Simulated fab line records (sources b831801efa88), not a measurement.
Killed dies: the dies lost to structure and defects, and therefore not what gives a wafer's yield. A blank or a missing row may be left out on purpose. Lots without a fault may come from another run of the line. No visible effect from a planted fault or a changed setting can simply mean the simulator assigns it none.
Problem report in the 8D (eight disciplines) form, filled by code / flow sky130 / the parts of the form that need people (team, actions taken, sign-off) are left out

1. THE ISSUE
rotationDeg at SKY_LDD_N_IMPLANT_10 reads a mean of 260.22 degrees on 6 wafers of 2 lots; wafers without a fault read 203.00 degrees with a standard deviation of 0.059. So: +99 or more standard deviations from the usual mean.
First observed at day 22 03:16: wafer L851.1, on implanter-02. The record holds 36 wafers of 12 lots with a number at this step. The rule behind "out" and "out of limits": a value lying over 4 standard deviations away from the usual mean. The rest of the wafers with a number are treated as sound.

2. WHAT THIS IS AND IS NOT
question=which readings at this step | is=rotationDeg | is not=-
question=which lots | is=L851, L852 | is not=L840, L843, L846, L849, L850, L856, L859, L860, L861, L862
question=which wafers of those lots | is=all that have a number | is not=-
question=read on which tools | is=implanter-02 | is not=implanter-03, implanter-04
question=when | is=from day 22 03:16 | is not=up to then (15 sound wafers); but 15 sound wafers of L856, L859, L860, L861, L862 came after

3. SUSPECTS, AND WHAT RULES EACH OUT
Counting: a tool at a process step up to the reading stays a suspect if it ran every lot that is out and no sound lot after the first of them.
- implanter-02 at SKY_LDD_N_IMPLANT_10: kept. It ran every lot that is out, first L851 (day 22 03:16), and no sound lot after that; its last sound lot up to then is L849 (day 21 06:46). Out on those wafers are its own readings of rotationDeg.
After counting, what remains is implanter-02 at SKY_LDD_N_IMPLANT_10.

4. THE CAUSE (what the simulator had put in)
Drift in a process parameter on implanter-02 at SKY_LDD_N_IMPLANT_10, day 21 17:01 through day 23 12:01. The setting rotationDeg was moved by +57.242, starting from 203. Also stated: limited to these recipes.
After counting, this tool was the only one left.

5. SEQUENCE OF EFFECTS, ordered by route
One row per reading whose mean, taken over the struck wafers that have a number, lies over 3 standard deviations from the usual. Only readings whose record carries a usual standard deviation are examined. hours: median over the lots of the time between each lot's start at the first step of this table that gives one and its start at this step. sigmas: the change, counted in usual standard deviations.
hours=0; step=SKY_LDD_N_IMPLANT_10; reading=rotationDeg; usual=203.00 degrees; on struck wafers=260.22; change=+57.22; sigmas=+99 or more
Process steps it contains:
- SKY_LDD_N_IMPLANT_10

6. WHAT WOULD HAVE CAUGHT IT SOONER
The fault began at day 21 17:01; the first out-of-limits reading in this record came at day 22 03:16, 10 hours later.
